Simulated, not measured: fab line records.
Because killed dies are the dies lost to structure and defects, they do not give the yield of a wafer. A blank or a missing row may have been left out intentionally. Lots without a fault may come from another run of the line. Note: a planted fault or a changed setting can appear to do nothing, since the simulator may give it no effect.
Problem report, 8D (eight disciplines) form, completed by code / flow gf180mcu / the parts of the form that need people (team, actions taken, sign-off) are left out

## 1. PROBLEM STATEMENT
Wafers without a fault read 93.06 W, standard deviation 0.063; heater-power-total-W at GF_V1_SOFTBAKE_10 reads a mean of 99.10 W on 3 wafers belonging to 2 lots. That is +96 standard deviations from the usual mean.
The step: time 60 s.
The first sign was on wafer L821.4 at day 23 19:00, on litho-track-01. The record has a number at this step for 16 wafers belonging to 6 lots. Rule for "out", or "out of limits": more than 4 standard deviations from the usual mean. All remaining wafers that have a number are taken as sound.

## 2. WHAT IT IS, WHAT IT ISN'T
question=which readings at this step | is=heater-power-total-W, run-length-s | is not=chill-plate-temp-C, resist-line-temp-C
question=which lots | is=L821, L823 | is not=L809, L812, L824, L825
question=which wafers of those lots | is=L821.4, L823.1, L823.4 | is not=L821.3
question=read on which tools | is=litho-track-01 | is not=litho-track-03
question=when | is=from day 23 19:00 | is not=up to then (7 sound wafers); but 6 sound wafers of L824, L825 came after

## 3. THE SUSPECTS, EACH WITH WHAT RULES IT OUT
Counting: if a tool at a process step up to the reading ran every lot that is out, it stays a suspect. Sound lots after the first of them don't rule it out here, since some wafers of a struck lot are sound.
- litho-track-01 at GF_V1_SOFTBAKE_10 (time 60 s): kept. Every lot that is out went through it, the first being L821 (day 23 19:00); the last sound lot it ran before that was L812 (day 20 17:00). On those wafers its own readings are out: heater-power-total-W, run-length-s.
Remaining after the count: litho-track-01 at GF_V1_SOFTBAKE_10.

## 4. THE CAUSE (what the simulator had put in)
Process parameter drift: litho-track-01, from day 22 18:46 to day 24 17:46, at GF_V1_SOFTBAKE_10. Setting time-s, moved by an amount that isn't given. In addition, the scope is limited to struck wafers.
Only this tool survived the counting.

## 5. THE EFFECT CHAIN, in route order
One row per reading whose mean, taken over the struck wafers that have a number, lies over 3 standard deviations from the usual. Readings are gone through only where the record gives a usual standard deviation; hours: the median, over the lots, of the time from a lot's start at the first step in this table giving one to that lot's start at this step; sigmas: the change measured in usual standard deviations.
hours=0; step=GF_V1_SOFTBAKE_10; reading=heater-power-total-W; usual=93.06 W; on struck wafers=99.10; change=+6.04; sigmas=+96
hours=0; step=GF_V1_SOFTBAKE_10; reading=run-length-s; usual=89.02 s; on struck wafers=78.59; change=-10.43; sigmas=-43
The process steps in it:
- GF_V1_SOFTBAKE_10: time 60 s.
Later steps that measure or inspect, where all struck wafers having a row at the step show a number for every such reading and not one has moved that far: GF_V1_CD_MEAS_14, GF_V1_OVL_MEAS_15.

## 6. WHAT WOULD HAVE CAUGHT IT SOONER
The fault began at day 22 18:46; the first out-of-limits reading in this record came at day 23 19:00, 24 hours later.
